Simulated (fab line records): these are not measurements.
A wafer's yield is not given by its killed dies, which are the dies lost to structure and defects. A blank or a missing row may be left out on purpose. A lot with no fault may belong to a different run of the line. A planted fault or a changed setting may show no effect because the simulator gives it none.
Chamber matching / flow gf180mcu / GF_V3_CMP_04 on cmp-02: 4 sister chambers
The step polishes SiO2. 16 wafers are shown with their chamber, then 8 later ones without.

== EACH WAFER AND ITS CHAMBER ==
wafer=L940.3; chamber=1; motorCurrentA (A)=12.0; headPressurePsi (psi)=4.004; timeToEndpointS (s)=81
wafer=L940.5; chamber=2; motorCurrentA (A)=12.1; headPressurePsi (psi)=3.999; timeToEndpointS (s)=84
wafer=L940.6; chamber=3; motorCurrentA (A)=12.5; headPressurePsi (psi)=4.016; timeToEndpointS (s)=86
wafer=L942.1; chamber=3; motorCurrentA (A)=13.3; headPressurePsi (psi)=3.998; timeToEndpointS (s)=79
wafer=L942.3; chamber=0; motorCurrentA (A)=11.4; headPressurePsi (psi)=3.990; timeToEndpointS (s)=81
wafer=L942.4; chamber=1; motorCurrentA (A)=12.9; headPressurePsi (psi)=3.994; timeToEndpointS (s)=81
wafer=L943.2; chamber=2; motorCurrentA (A)=12.6; headPressurePsi (psi)=4.014; timeToEndpointS (s)=71
wafer=L943.3; chamber=1; motorCurrentA (A)=12.5; headPressurePsi (psi)=3.994; timeToEndpointS (s)=72
wafer=L943.5; chamber=1; motorCurrentA (A)=12.2; headPressurePsi (psi)=4.012; timeToEndpointS (s)=79
wafer=L944.2; chamber=3; motorCurrentA (A)=12.4; headPressurePsi (psi)=4.006; timeToEndpointS (s)=80
wafer=L944.4; chamber=0; motorCurrentA (A)=11.5; headPressurePsi (psi)=4.004; timeToEndpointS (s)=87
wafer=L944.6; chamber=1; motorCurrentA (A)=11.9; headPressurePsi (psi)=3.998; timeToEndpointS (s)=83
wafer=L948.2; chamber=0; motorCurrentA (A)=11.1; headPressurePsi (psi)=3.989; timeToEndpointS (s)=76
wafer=L948.5; chamber=0; motorCurrentA (A)=11.6; headPressurePsi (psi)=4.003; timeToEndpointS (s)=75
wafer=L950.6; chamber=0; motorCurrentA (A)=11.3; headPressurePsi (psi)=3.996; timeToEndpointS (s)=75
wafer=L957.3; chamber=3; motorCurrentA (A)=12.8; headPressurePsi (psi)=3.992; timeToEndpointS (s)=77

SIGNATURES (means of the wafers above)
reading=motorCurrentA; chamber 0=11.380; chamber 1=12.300; chamber 2=12.350; chamber 3=12.750; scatter within a chamber=0.344
reading=headPressurePsi; chamber 0=3.99640; chamber 1=4.00040; chamber 2=4.00650; chamber 3=4.00300; scatter within a chamber=0.00851
reading=timeToEndpointS; chamber 0=78.80; chamber 1=79.20; chamber 2=77.50; chamber 3=80.50; scatter within a chamber=5.09
Rule: distance of a wafer from a chamber = root of the sum over the readings of ((wafer's reading minus chamber's mean) / reading's scatter) squared. If the next closest chamber is less than 2 further off than the closest, the wafer can't be placed; otherwise it belongs to the closest. The scatter: the root of (the sum of the squares of (reading less its chamber's mean) over the shown wafers, divided by (wafers less chambers)).

== WAFERS MISSING THEIR CHAMBER ==
wafer=L957.4; motorCurrentA (A)=12.8; headPressurePsi (psi)=3.994; timeToEndpointS (s)=85
wafer=L957.6; motorCurrentA (A)=12.3; headPressurePsi (psi)=3.986; timeToEndpointS (s)=78
wafer=L959.1; motorCurrentA (A)=12.0; headPressurePsi (psi)=3.990; timeToEndpointS (s)=72
wafer=L959.2; motorCurrentA (A)=10.5; headPressurePsi (psi)=4.007; timeToEndpointS (s)=74
wafer=L959.6; motorCurrentA (A)=13.0; headPressurePsi (psi)=3.995; timeToEndpointS (s)=87
wafer=L960.1; motorCurrentA (A)=12.3; headPressurePsi (psi)=3.986; timeToEndpointS (s)=81
wafer=L960.5; motorCurrentA (A)=10.7; headPressurePsi (psi)=3.998; timeToEndpointS (s)=90
wafer=L960.6; motorCurrentA (A)=12.9; headPressurePsi (psi)=3.997; timeToEndpointS (s)=90

== WHICH CHAMBER EACH WENT THROUGH ==
wafer=L957.4; from the rows above=can't be placed: 3 or 1 or 2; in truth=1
wafer=L957.6; from the rows above=can't be placed: 1 or 2 or 3 or 0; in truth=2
wafer=L959.1; from the rows above=can't be placed: 1 or 0 or 2 or 3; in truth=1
wafer=L959.2; from the rows above=0; in truth=0
wafer=L959.6; from the rows above=can't be placed: 3 or 1 or 2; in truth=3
wafer=L960.1; from the rows above=can't be placed: 1 or 3 or 2 or 0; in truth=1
wafer=L960.5; from the rows above=0; in truth=0
wafer=L960.6; from the rows above=can't be placed: 3 or 1 or 2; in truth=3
Correct placement for 2 of the 8. Unplaceable from these rows: 6, with the true chamber sitting among the candidates in 6. Number placed wrongly: 0.
